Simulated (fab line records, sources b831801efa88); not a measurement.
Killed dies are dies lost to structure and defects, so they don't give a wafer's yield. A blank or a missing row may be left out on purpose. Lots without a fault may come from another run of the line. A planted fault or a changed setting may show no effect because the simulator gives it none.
Which tool did it? | flow gf180mcu | 12 lots, 36 wafers sampled, at 4 steps of a route of 602

WHAT THE GAUGES READ, wafer by wafer
GF_PASSIVATION_BOW_MEAS_14.
lot  | measured     | on            | PASSIVATION_BOW (um)
L978 | day 29 09:45 | film_metro-04 | 122 125 146
L979 | day 29 15:01 | film_metro-04 | 114 141 134
L980 | day 29 19:23 | film_metro-04 | 142 144 141
L981 | day 30 10:26 | film_metro-01 | 139 134 128
L983 | day 31 07:38 | film_metro-04 | 144 130 145
L984 | day 31 11:16 | film_metro-04 | 144 166 154
L986 | day 31 19:50 | film_metro-03 | 127 140 132
L988 | day 32 08:21 | film_metro-04 | 123 114 139
L989 | day 32 13:13 | film_metro-03 | 135 136 141
L992 | day 33 08:26 | film_metro-03 | 124 127 125
L993 | day 33 11:49 | film_metro-04 | 141 123 122
L994 | day 33 17:10 | film_metro-04 | 128 128 118

WHICH TOOL RAN EACH LOT (tool, then ch and the chambers of the sampled wafers, then the start)
lot  | GF_M4_STRIP_17                       | GF_V5_STRIP_18                       | GF_V5_CVD_23
L978 | plasma_asher-04 ch 0,1, day 23 19:50 | plasma_asher-01 ch 0,1, day 27 14:25 | cvd_w-02 ch 0,1, day 27 15:04
L979 | plasma_asher-03 ch 0,1, day 24 01:14 | plasma_asher-04 ch 0,1, day 27 20:04 | cvd_w-02 ch 0,1, day 27 20:44
L980 | plasma_asher-04 ch 0,1, day 24 06:23 | plasma_asher-01 ch 0,1, day 27 23:12 | cvd_w-02 ch 0,1, day 27 23:50
L981 | plasma_asher-03 ch 0, day 24 22:38   | plasma_asher-03 ch 0,1, day 28 14:51 | cvd_w-01 ch 0,1, day 28 15:35
L983 | plasma_asher-03 ch 0,1, day 26 00:56 | plasma_asher-04 ch 1, day 29 14:25   | cvd_w-02 ch 0,1, day 29 15:05
L984 | plasma_asher-01 ch 0,1, day 26 05:13 | plasma_asher-04 ch 0,1, day 29 18:30 | cvd_w-02 ch 0,1, day 29 19:10
L986 | plasma_asher-03 ch 0,1, day 26 14:05 | plasma_asher-01 ch 0,1, day 30 02:46 | cvd_w-01 ch 0,1, day 30 03:26
L988 | plasma_asher-04 ch 0,1, day 27 06:04 | plasma_asher-04 ch 0,1, day 30 16:28 | cvd_w-01 ch 0,1, day 30 17:07
L989 | plasma_asher-04 ch 0,1, day 27 10:37 | plasma_asher-03 ch 0,1, day 30 21:40 | cvd_w-02 ch 0,1, day 30 22:20
L992 | plasma_asher-04 ch 0,1, day 28 08:43 | plasma_asher-04 ch 0,1, day 31 17:59 | cvd_w-01 ch 0,1, day 31 18:37
L993 | plasma_asher-04 ch 0,1, day 28 16:25 | plasma_asher-04 ch 0,1, day 31 22:09 | cvd_w-01 ch 0,1, day 31 22:47
L994 | plasma_asher-04 ch 0,1, day 28 22:11 | plasma_asher-03 ch 0,1, day 32 04:19 | cvd_w-02 ch 0,1, day 32 04:57
- GF_M4_STRIP_17: strips in O2/N2.
- GF_V5_STRIP_18: strips in O2/N2.
- GF_V5_CVD_23: deposits W, target thk 350 nm, time 104.9 s.

WHAT THE TOOLS THEMSELVES READ (means of the sampled wafers that have a number; where no wafer has one, the mark that the record gives instead)
GF_M4_STRIP_17.
lot  | tool            | drypump_motor_current_A (A) | heater_power_w (W) | oes_product_au (a.u.) | platen_temp_c (C) | strip_time_to_endpoint_s (s)
L978 | plasma_asher-04 | 5.38                        | 340                | 0.544                 | 249.95            | 7.45
L979 | plasma_asher-03 | 5.66                        | 371                | 0.532                 | 250.14            | 7.37
L980 | plasma_asher-04 | 5.55                        | 350                | 0.538                 | 250.04            | 7.33
L981 | plasma_asher-03 | 5.69                        | 380                | 0.537                 | 250.08            | 7.29
L983 | plasma_asher-03 | 5.66                        | 365                | 0.539                 | 250.06            | 7.42
L984 | plasma_asher-01 | 5.77                        | 300                | 0.533                 | 249.83            | 7.35
L986 | plasma_asher-03 | 5.69                        | 379                | 0.538                 | 249.86            | 7.36
L988 | plasma_asher-04 | 5.38                        | 336                | 0.535                 | 250.07            | 7.35
L989 | plasma_asher-04 | 5.38                        | 340                | 0.537                 | 250.22            | 7.39
L992 | plasma_asher-04 | 5.37                        | 333                | 0.537                 | 249.86            | 7.36
L993 | plasma_asher-04 | 5.56                        | 346                | 0.537                 | 250.06            | 7.36
L994 | plasma_asher-04 | 5.38                        | 340                | 0.536                 | 250.11            | 7.29

GF_V5_STRIP_18.
lot  | tool            | drypump_motor_current_A (A) | heater_power_w (W) | oes_product_au (a.u.) | platen_temp_c (C)
L978 | plasma_asher-01 | 6.02                        | 329                | 0.570                 | 250.11
L979 | plasma_asher-04 | 5.56                        | 352                | 0.569                 | 250.03
L980 | plasma_asher-01 | 6.01                        | 325                | 0.573                 | 250.17
L981 | plasma_asher-03 | 5.67                        | 377                | 0.567                 | 250.25
L983 | plasma_asher-04 | 5.20                        | 327                | 0.567                 | 249.93
L984 | plasma_asher-04 | 5.55                        | 344                | 0.566                 | 250.17
L986 | plasma_asher-01 | 6.02                        | 334                | 0.566                 | 249.91
L988 | plasma_asher-04 | 5.38                        | 335                | 0.567                 | 249.92
L989 | plasma_asher-03 | 5.67                        | 380                | 0.572                 | 249.85
L992 | plasma_asher-04 | 5.54                        | 345                | 0.571                 | 249.95
L993 | plasma_asher-04 | 5.54                        | 349                | 0.575                 | 250.29
L994 | plasma_asher-03 | 5.68                        | 362                | 0.567                 | 250.07

GF_V5_CVD_23.
lot  | tool     | heater_power_w (W)
L978 | cvd_w-02 | 729
L979 | cvd_w-02 | 717
L980 | cvd_w-02 | 739
L981 | cvd_w-01 | 886
L983 | cvd_w-02 | 731
L984 | cvd_w-02 | 736
L986 | cvd_w-01 | 901
L988 | cvd_w-01 | 906
L989 | cvd_w-02 | 733
L992 | cvd_w-01 | 906
L993 | cvd_w-01 | 893
L994 | cvd_w-02 | 750

THE ANSWER, worked out from the rows above alone
Rule: what is usual is taken from the lots themselves. Put in order of their means at a reading, lots are off if they are a third of the lots or fewer, leave a main group of 4 or more, and stand apart from it by a gap of 3 or more times the standard deviation of the main group's means; of several such gaps the widest counts. A main group whose means are all the same, to the digits that the tables above print for the reading, isn't used. A lot without any number at a reading at which 4 lots or more have one is off too. The other lots that the step has rows for count as sound. The gauges are gone through in route order, then the tools' own readings, and for those a lot's mean is taken as printed above. The first step at which some lot is off is used, and at that step the reading that is off furthest; a lot without a number counts as furthest.
No lot is off at any reading shown: from this, nothing can be told.

WHAT THE SIMULATOR HAD PUT IN
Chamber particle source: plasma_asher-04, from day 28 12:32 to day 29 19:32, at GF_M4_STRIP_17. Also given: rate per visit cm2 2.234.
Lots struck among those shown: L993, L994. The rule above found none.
